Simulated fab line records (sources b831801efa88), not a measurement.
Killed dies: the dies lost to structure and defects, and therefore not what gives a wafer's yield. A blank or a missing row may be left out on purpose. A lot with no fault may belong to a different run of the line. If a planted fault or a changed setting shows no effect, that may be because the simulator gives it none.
Comparing a struck lot with a sound one	flow sky130	13 steps out of a route of 708
Sound: wafers L981.1, L981.3, L981.6. Struck: wafers L970.3, L970.4, L970.6. The cause comes at the end.
Per side, at each step with rows, come the tool, then ch with its chambers, and then its first start. Under that, the readings that differ: sound wafers	struck wafers	difference of the means	sigmas: that difference in standard deviations of wafers without a fault.
alike: readings with means less than 2 such deviations apart, plus words and numbers identical on both sides. not compared: withheld readings, readings lacking a value on some wafer, bounds such as >300 that could conceal the same value, and numbers that have no deviation in the record and whose values overlap.
A row with sigmas, a row that says differs or no value, or rows on one side alone: a step with any of these is where the two part. When numbers do not overlap yet have no deviation, they are printed without sigmas and do not part them. Lack of a reading on every wafer of one side parts them only where that side has two or more wafers.

SKY_NWELL_TW_MEAS_26:
  struck on filmMetro-03, day 7 22:59; sound on filmMetro-01, day 11 01:37
  alike: NWELL_2_TW
then, 1 step without rows for these wafers: SKY_NWELL_CLEAN_27 (cleans in SC1/SC2, time 150 s).
SKY_NWELL_RTA_28: time 30 s.
  sound on rtpAnneal-02 ch 0, day 11 01:43; struck on rtpAnneal-02 ch 0, day 7 23:07
reading	sound	struck	difference	sigmas
rampDownCPerS	90.041 90.015 90.027	89.965 89.984 90.003	-0.044	-3
  alike: lampPowerPct, wafer_temp_C_max
SKY_NWELL_RS_MEAS_29: measurement is done with a four-point probe.
  struck on filmMetro-02, day 7 23:13; sound on filmMetro-01, day 11 01:53
  alike: NWELL_RS
SKY_NWELL_RS_MEAS_31: measurement is done with a four-point probe.
  struck on filmMetro-02, day 7 23:28; sound on filmMetro-01, day 11 02:07
reading	sound	struck	difference	sigmas
PWDE_RS (ohm/sq)	5274 5281 5299	5250 5240 5250	-38	-2
then, 6 steps without rows for these wafers: SKY_VT_ADJUST_HVTP_DEHYDRATE_00 (time 60 s); SKY_VT_ADJUST_HVTP_HMDS_01 (prime time 60 s); SKY_VT_ADJUST_HVTP_COAT_02 (resist thk 1140 nm); SKY_VT_ADJUST_HVTP_SOFTBAKE_03 (time 60 s); SKY_VT_ADJUST_HVTP_EXPOSE_04 (exposes mask HVTPM, target cd 380 nm); SKY_VT_ADJUST_HVTP_PEB_05.
SKY_VT_ADJUST_HVTP_DEVELOP_06: develop time 60 s.
  struck on lithoTrack-02, day 8 19:49; sound on lithoTrack-02 ch 0, day 12 01:25
  no value came back on the struck wafers for chillPlateTempC (C), developTimeS (s); on the sound wafers chillPlateTempC (C) reads 22.91 22.84 23.00
SKY_VT_ADJUST_HVTP_CD_MEAS_07: the cd target is 380 nm.
  struck on cdSem-01, day 8 19:58; sound on cdSem-02, day 12 01:34
reading	sound	struck	difference	sigmas
cdNm (nm)	378.6 379.6 375.2	- - -	no value on the struck wafers	

WHERE THEY PART
At SKY_NWELL_RTA_28 first; at SKY_VT_ADJUST_HVTP_CD_MEAS_07 last (within this record only).

WHY: what the simulator had put in
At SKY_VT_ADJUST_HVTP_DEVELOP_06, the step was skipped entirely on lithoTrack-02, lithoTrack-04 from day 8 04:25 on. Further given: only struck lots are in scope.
